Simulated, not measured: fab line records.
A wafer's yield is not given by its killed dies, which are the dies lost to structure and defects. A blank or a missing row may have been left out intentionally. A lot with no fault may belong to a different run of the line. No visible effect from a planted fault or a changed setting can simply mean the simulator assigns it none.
fab line records -- flow sky130
[record] lots = 5, wafers = 15, lastDay = 49
route steps=708 shown VIA3@591 METAL4@598 CAP2M@603 PAD_OPEN@708
lots that met no fault: from a run of the same line without faults
startH: hours from the record's opening day to when the first of the lot's shown wafers began -- waitH: hours elapsed since this lot's preceding step -- " identical to the entry in the row above -- L1.1+2: a single row standing in for several wafers -- - no value present, or no start provided -- * or withheld: withheld -- < > ~ a bound
route shown NAME@n: NAME is a module with steps in the file, n the number in the route of the first one -- usual: average and standard deviation across the fault-free wafers -- same: alike in all rows -- chamber/n: place in a boat -- sites: the reading at each site -- _std_site: how widely they spread, as a standard deviation -- _edge_site: the outer-site mean with the inner-site mean subtracted -- radiusMm: for every site, how far away it sits from the centre of the wafer -- mask NAME#n: copy n -- behind: tool/chamber where the wafer was last shaped -- hold: why the lot went on hold/how many hours it stayed there/how the hold came to an end -- device: transistor that didn't switch, given as n, p or np -- end of line: the route-end tests of the same wafers -- a step with no rows: only its recipe -- killed: dies lost to structure and defects at the first sort, not the wafer's yield -- map: the dies of a wafer, with x for killed, . for not killed, _ for no die there
set.NAME: the setting that was run; set.NAME@STEP: the one run at that earlier step -- model.NAME: the simulator's own value behind a step, which no gauge read
lots seen at some steps along the route; tables by step, rows by wafer
services: from which hour (startH, from the record's first day; less than 0 if before it) a tool's chamber was out of use, for how many hours, and why
[[steps]]
[step SKY_VIA3_CLEAN_18]
[recipe] chemistry = IPA, timeS = 180, tempC = 25
[step SKY_VIA3_CLEAN_19]
[recipe] chemistry = O3/DIW, dry = n2Spin
[step SKY_VIA3_SPUTTER_20]
[recipe] material = TiN, targetThkNm = 20, chamberPressurePa = 5, powerW = 4000, timeS = 80
[step SKY_VIA3_CVD_21]
[recipe] material = W, targetThkNm = 390, timeS = 117.31, tempC = 400, pressureTorr = 40
[step SKY_VIA3_CMP_24]
[recipe] stopOn = SiO2, tOverpolishS = 20, downForcePsi = 3.5, platenRpm = 60, targetThkNm = 0, padVelocityMS = 0.94248
[step SKY_METAL4_SPUTTER_00]
[recipe] material = Ti, targetThkNm = 15, powerW = 3000, timeS = 10, chamberPressurePa = 0.4
[step SKY_METAL4_SPUTTER_01]
[recipe] material = TiN, targetThkNm = 20, powerW = 6500, timeS = 16.7, chamberPressurePa = 0.392
[step SKY_METAL4_SPUTTER_02]
[recipe] material = AlCu, targetThkNm = 735, powerW = 10600, timeS = 39.1, chamberPressurePa = 0.4
[step SKY_METAL4_SPUTTER_03]
[recipe] material = Ti, targetThkNm = 5, powerW = 3000, timeS = 3.3, chamberPressurePa = 0.4
[step SKY_METAL4_SPUTTER_04]
[recipe] material = TiN, targetThkNm = 70, powerW = 6500, timeS = 58.3, chamberPressurePa = 0.4
[step SKY_CAP2M_CVD_00]
[recipe] material = SiO2, targetThkNm = 15.5, tempC = 400, timeS = withheld, rfW = 450
[usual] heaterPowerW = 699/100, susceptorTempC = 400.03/0.23
lot.wafer,tool,chamber,startH,waitH,heaterPowerW,susceptorTempC
L281.2,pecvd-02,1,969.32,0.0,556,399.87
L281.4,pecvd-02,1,969.32,0.0,552,399.69
L281.6,pecvd-02,2,969.32,0.0,682,399.75
L283.2,pecvd-01,0,983.68,0.0,732,400.03
L283.3,pecvd-01,1,983.68,0.0,797,400.07
L283.5,pecvd-01,0,983.68,0.0,741,400.03
L290.1,pecvd-02,1,1038.94,0.0,598,400.19
L290.3,pecvd-02,2,1038.94,0.0,632,399.80
L290.4,pecvd-02,2,1038.94,0.0,609,399.55
L291.3,pecvd-02,0,1041.48,0.0,959,399.86
L291.4,pecvd-02,0,1041.48,0.0,970,399.46
L291.5,pecvd-02,1,1041.48,0.0,551,400.31
L293.3,pecvd-02,0,1050.04,0.0,951,400.13
L293.4,pecvd-02,2,1050.04,0.0,693,400.15
L293.5,pecvd-02,1,1050.04,0.0,503,400.04
[step SKY_CAP2M_SPUTTER_02]
[recipe] material = TiN, targetThkNm = 200, tempC = 300, powerW = 6500, timeS = 166.7, chamberPressurePa = 0.4
[step SKY_CAP2M_DEHYDRATE_05]
[recipe] tempC = 200, timeS = 60
[step SKY_CAP2M_HMDS_06]
[recipe] primeTimeS = 60, primeTempC = 120
[step SKY_CAP2M_COAT_07]
[recipe] resist = NOVOLAK, spinRpm = 3000, resistThkNm = 1140
[step SKY_CAP2M_SOFTBAKE_08]
[recipe] tempC = 90, timeS = 60, resist = NOVOLAK
[step SKY_CAP2M_EXPOSE_09]
[recipe] maskId = CAP2M, na = 0.6, sourceShape = conventional, sigmaOuter = 0.6, polarization = unpolarized, targetCdNm = 1000, doseMj = 159
[step SKY_CAP2M_PEB_10]
[recipe] tempC = withheld, timeS = *, resist = NOVOLAK
[step SKY_CAP2M_DEVELOP_11]
[recipe] resist = NOVOLAK, developer = TMAH, developTimeS = 60, devTempC = 23.64
[step SKY_CAP2M_METAL_ETCH_13]
[recipe] targetDepthNm = 220, stopOn = SiO2, chemistry = Cl2/BCl3, target = TiN, pressureMtorr = 10, icpW = 900, biasW = 48.5, Cl2_flow_sccm = 60, bcl3FlowSccm = 30, timeS = 62.9
[step SKY_CAP2M_STRIP_14]
[recipe] chemistry = O2/N2, powerW = 1400, pressureMtorr = 1500, platenTempC = withheld, o2FlowSccm = 3000, n2FlowSccm = 300, overashFraction = 0.5
[step SKY_CAP2M_STRIP_15]
[recipe] chemistry = postEtchResidueRemover, timeS = 1200, tempC = 72.5
[step SKY_CAP2M_CLEAN_16]
[recipe] chemistry = IPA, timeS = 180, tempC = 25
[step SKY_CAP2M_CLEAN_17]
[recipe] chemistry = O3/DIW, dry = n2Spin
[step SKY_METAL4_DEHYDRATE_05]
[recipe] tempC = 200, timeS = 60
[step SKY_METAL4_HMDS_06]
[recipe] primeTimeS = 60, primeTempC = 120
[step SKY_METAL4_COAT_07]
[recipe] resist = BARC, tempC = withheld, timeS = withheld, spinRpm = 3000, resistThkNm = 60
[step SKY_METAL4_COAT_08]
[recipe] resist = KrF-thick, spinRpm = 3000, resistThkNm = 1140
[step SKY_METAL4_SOFTBAKE_09]
[recipe] tempC = 100, timeS = 90, resist = KrF-thick
[step SKY_METAL4_EXPOSE_10]
[recipe] maskId = MM4, na = 0.68, sourceShape = annular, sigmaInner = 0.4, sigmaOuter = 0.8, targetCdNm = 300, doseMj = 28
[step SKY_METAL4_PEB_11]
[recipe] pebTempC = withheld, pebTimeS = withheld, resist = KrF-thick
[step SKY_METAL4_DEVELOP_12]
[recipe] developTimeS = 60, resist = KrF-thick, devTempC = 21
[step SKY_METAL4_DESCUM_15]
[recipe] chemistry = O2, sourcePowerW = 150, biasPowerW = 0, pressureMtorr = 10, tempC = 40, timeS = 8
[step SKY_METAL4_ETCH_16]
[recipe] chemistry = N2/H2, target = BARC, ionEnergyEv = 200, biasW = 100, pressureMtorr = 30, n2FlowSccm = 100, h2FlowSccm = 200, icpW = 500, stopOn = SiO2, timeS = 91.81, targetDepthA = 600
[step SKY_PAD_OPEN_PROBE_99]
[usual] defectLimitedYield = 82.9/2, killed_at_M0_to_M3 = 43/7, killed_at_M4_up = 3.0/1.9, killedAtContacts = 24/4.6, killedAtFrontEnd = 15/4.1, killedAtOther = 0.3/0.52, killedDies = 84/9.7, killedOpen = 46/6.9, killedShort = 38/6.8, sort_bin_3_pad_short = 0.8/0.41, sort_bin_5_function = 10.2/1.5, sort_bin_6_memory = 6.1/1.1, sortNPass = 408/9.7, sortYieldPct = 82.9/2
[same] grossDies = 492, killedAtBackSide = 0, sort_bin_4_leakage[%] = 0, sort_bin_8_speed[%] = 0
lot.wafer,tool,chamber,startH,waitH,defectLimitedYield[%],killed_at_M0_to_M3,killed_at_M4_up,killedAtContacts,killedAtFrontEnd,killedAtOther,killedDies,killedOpen,killedShort,sort_bin_3_pad_short[%],sort_bin_5_function[%],sort_bin_6_memory[%],sortNPass,sortYieldPct[%],model.etest.tester.sortNPass,model.etest.tester.sortYieldPct,model.etest.tester.sort_bin_5_pct,model.etest.tester.sort_bin_3_pct
L281.2,prober-01,-,1108.15,0.1,83.1,32,2,27,22,0,83,46,36,1.6,9.6,5.7,409,83.1,409,83.13,9.553,1.626
L281.4,prober-01,-,1108.25,0.2,82.5,46,2,24,14,0,86,51,35,1.0,11.0,5.5,406,82.5,406,82.52,10.98,1.016
L281.6,prober-01,-,1108.35,0.2,84.8,38,7,21,9,0,75,41,33,0,9.6,5.7,417,84.8,417,84.76,9.553,0
L283.2,prober-01,-,1120.20,0.1,80.9,59,0,22,13,0,94,56,38,1.4,12.0,5.7,398,80.9,398,80.89,11.99,1.423
L283.3,prober-01,-,1120.25,0.2,81.7,53,2,18,17,0,90,55,35,0.4,12.2,5.7,402,81.7,402,81.71,12.2,0.4065
L283.5,prober-01,-,1120.35,0.2,83.5,33,3,24,21,0,81,43,38,1.0,10.4,5.1,411,83.5,411,83.54,10.37,1.016
L290.1,prober-01,-,1164.28,0.1,71.1,28,6,24,19,65,142,35,42,6.3,15.9,6.7,350,71.1,350,71.14,15.85,6.301
L290.3,prober-01,-,1164.38,0.2,74.6,36,5,21,13,50,125,37,39,4.9,13.8,6.7,367,74.6,367,74.59,13.82,4.878
L290.4,prober-01,-,1164.43,0.2,74.8,35,4,23,10,52,124,38,34,3.0,15.0,7.1,368,74.8,368,74.8,15.04,3.049
L291.3,prober-02,-,1168.08,0.2,76.0,29,2,21,8,58,118,34,25,4.1,14.4,5.5,374,76.0,374,76.02,14.43,4.065
L291.4,prober-02,-,1168.13,0.2,69.5,48,2,24,10,66,150,49,36,4.1,17.3,9.1,342,69.5,342,69.51,17.28,4.065
L291.5,prober-02,-,1168.18,0.2,71.5,44,2,17,15,62,140,39,38,3.7,17.1,7.7,352,71.5,352,71.54,17.07,3.659
L293.3,prober-02,-,1174.88,0.2,72.6,41,2,23,13,56,135,45,34,4.9,17.1,5.5,357,72.6,357,72.56,17.07,4.878
L293.4,prober-02,-,1174.93,0.2,75.8,38,3,20,8,50,119,39,30,5.1,11.8,7.3,373,75.8,373,75.81,11.79,5.081
L293.5,prober-02,-,1174.98,0.2,71.1,37,2,24,10,69,142,35,38,3.0,19.7,6.1,350,71.1,350,71.14,19.72,3.049
// killed by level:class
L281.2 VIA1:geometricParticle:open=12 CONTACT:geometricParticle:open=11 FIELD_ISO:geometricParticle:short=6 LI_CONTACT:geometricParticle:open=6 CONTACT:geometricParticle:short=5 METAL1:geometricParticle:short=5 FIELD_ISO:geometricParticle:open=4 VIA3:geometricParticle:short=4
L281.4 VIA2:geometricParticle:open=10 CONTACT:geometricParticle:open=8 VIA1:geometricParticle:open=8 VIA3:geometricParticle:open=7 VIA1:geometricParticle:short=6 POLY_GATE:geometricParticle:open=5 CONTACT:geometricParticle:short=5 FIELD_ISO:geometricParticle:open=4
L281.6 VIA1:geometricParticle:open=10 VIA3:geometricParticle:open=8 METAL4:geometricParticle:short=7 VIA2:geometricParticle:open=6 LI_CONTACT:geometricParticle:open=6 CONTACT:geometricParticle:open=6 METAL3:geometricParticle:short=5 LOCAL_INTERCONNECT:geometricParticle:short=4
L283.2 VIA1:geometricParticle:open=15 VIA3:geometricParticle:open=12 CONTACT:geometricParticle:open=10 VIA2:geometricParticle:open=7 METAL1:geometricParticle:short=6 VIA3:geometricParticle:short=5 METAL2:geometricParticle:short=5 FIELD_ISO:geometricParticle:short=4
L283.3 VIA1:geometricParticle:open=19 VIA2:geometricParticle:open=11 FIELD_ISO:geometricParticle:short=6 VIA3:geometricParticle:open=5 LI_CONTACT:geometricParticle:open=5 CONTACT:geometricParticle:open=5 METAL2:geometricParticle:short=5 VIA3:geometricParticle:short=5
L283.5 CONTACT:geometricParticle:open=10 METAL2:geometricParticle:short=7 VIA1:geometricParticle:open=7 CONTACT:geometricParticle:short=7 FIELD_ISO:geometricParticle:open=5 FIELD_ISO:geometricParticle:short=5 VIA2:geometricParticle:open=4 SPACER:geometricParticle:open=4
L290.1 CAP2M:unspecified=65 LI_CONTACT:geometricParticle:open=7 CONTACT:geometricParticle:short=6 FIELD_ISO:geometricParticle:open=5 METAL1:geometricParticle:short=5 VIA1:geometricParticle:open=5 METAL4:geometricParticle:short=5 FIELD_ISO:geometricParticle:short=4
L290.3 CAP2M:unspecified=49 VIA1:geometricParticle:open=11 CONTACT:geometricParticle:short=8 CONTACT:geometricParticle:open=6 POLY_GATE:geometricParticle:short=4 VIA3:geometricParticle:open=4 FIELD_ISO:geometricParticle:open=3 SPACER:geometricParticle:open=3
L290.4 CAP2M:unspecified=52 LI_CONTACT:geometricParticle:open=6 LOCAL_INTERCONNECT:geometricParticle:short=6 VIA1:geometricParticle:open=6 METAL2:geometricParticle:short=6 CONTACT:geometricParticle:open=5 METAL1:geometricParticle:open=5 VIA3:geometricParticle:open=5
L291.3 CAP2M:unspecified=58 VIA1:geometricParticle:open=10 VIA2:geometricParticle:open=8 LI_CONTACT:geometricParticle:open=7 CONTACT:geometricParticle:open=5 METAL1:geometricParticle:short=4 CONTACT:geometricParticle:short=4 FIELD_ISO:geometricParticle:short=3
L291.4 CAP2M:unspecified=65 VIA1:geometricParticle:open=13 LI_CONTACT:geometricParticle:open=10 VIA2:geometricParticle:open=10 CONTACT:geometricParticle:open=8 VIA2:geometricParticle:short=7 METAL1:geometricParticle:short=6 POLY_GATE:geometricParticle:short=4
L291.5 CAP2M:unspecified=62 VIA1:geometricParticle:open=8 FIELD_ISO:geometricParticle:short=7 CONTACT:geometricParticle:open=7 VIA2:geometricParticle:open=7 METAL1:geometricParticle:short=6 VIA1:geometricParticle:short=6 VIA3:geometricParticle:short=4
L293.3 CAP2M:unspecified=56 VIA2:geometricParticle:open=11 VIA1:geometricParticle:open=10 CONTACT:geometricParticle:short=8 METAL1:geometricParticle:short=7 CONTACT:geometricParticle:open=7 FIELD_ISO:geometricParticle:short=5 LI_CONTACT:geometricParticle:open=5
L293.4 CAP2M:unspecified=50 LI_CONTACT:geometricParticle:open=7 VIA1:geometricParticle:open=7 CONTACT:geometricParticle:short=5 CONTACT:geometricParticle:open=5 METAL1:geometricParticle:short=5 VIA2:geometricParticle:open=5 METAL2:geometricParticle:short=5
L293.5 CAP2M:unspecified=69 CONTACT:geometricParticle:open=11 VIA1:geometricParticle:open=9 CONTACT:geometricParticle:short=7 METAL2:geometricParticle:short=6 METAL1:geometricParticle:short=5 VIA1:geometricParticle:short=5 FIELD_ISO:geometricParticle:open=3
// map L290.1 (x killed, . not)
__________...x...x.._________
________..........x..._______
______..xx.............x_____
_____x.xx.x.....x......x.____
____..x......x.........xx.___
___...xxxx....xx...x...x.x.__
__xxxxxxxxx.x...x....x..x..._
_xxxxxxxxxx.....x..x...xx.x..
_xxxxxxxxxxx.x....x.x....x...
_xxxxxxxxxxx.x..x.........x..
_xxxxxxxxx.x..x....x........x
_.xxxx.xx.x.................x
_..xxxxxxx..........x...x....
_....x.x........x........x...
_..........x..x......x...xx.x
__....xx.....x......x.....x._
___.x...xx..xx..x.......x..__
____x..x.......x....x.....___
_____......x.x...x.......____
______............x....._____
________.............._______
__________.........._________
// map L291.4 (x killed, . not)
__________....x.x.x._________
________x...xxx......x_______
______.....x........xxx._____
_____x...x..x........x...____
____.x..x......x....x.x...___
___.....x......x..x.xx....x__
__.x......x.xxxxx.....x....._
_.....x...xxxxxxx.xx.......x.
_......x.x.xxxxxxxxx.......xx
_x.........xxxxxxxxx.........
_x......xxxxxxxxxxxx..x......
_...x...xx.xxxxxxxxx.........
_.x.......xxxxxxxxx....x....x
_...........x.xxxxxx.x..xxx.x
_............x.xxx.....x...x.
__.....x.....x..........x..._
___....x.x.x.x...........x.__
____...x.x....x......x..xx___
_____....x........x......____
______xx.x.............._____
________....xxxx.....x_______
__________.x........_________
[[services]]
tool,chamber,startH,hours,kind
pecvd-01,-,946.59,0.6,repair
pecvd-02,2,949.28,9.0,repair
pecvd-01,1,961.42,2.1,scheduledDown
pecvd-02,-,978.07,0.8,pm
pecvd-01,0,984.44,2.1,scheduledDown
pecvd-02,0,997.33,5.0,scheduledDown
pecvd-02,0,1031.55,5.7,repair
[[key]]
[firstSign] step = SKY_PAD_OPEN_PROBE_99, reading = killedAtOther, direction = up, sigmas = 58, usual = 0.3, struck = 58.7
[effect] step = SKY_PAD_OPEN_PROBE_99, reading = sort_bin_3_pad_short, direction = up, sigmas = 8.5, usual = 0.8, struck = 4.3
[modelEffect] step = SKY_PAD_OPEN_PROBE_99, value = etest.tester.sortNPass, without = 409.3, struck = 359.2
metAt SKY_CAP2M_CVD_00
struckWafers L290.1,L290.3,L290.4,L291.3,L291.4,L291.5,L293.3,L293.4,L293.5
onsetBetween 969.32 1038.94
alsoFits time
[fault] kind = chamberParticleSource, tool = pecvd-02, chamber = -, onsetH = 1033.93, steps = SKY_CAP2M_CVD_00, ratePerVisitCm2 = 1.4341, endH = 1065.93
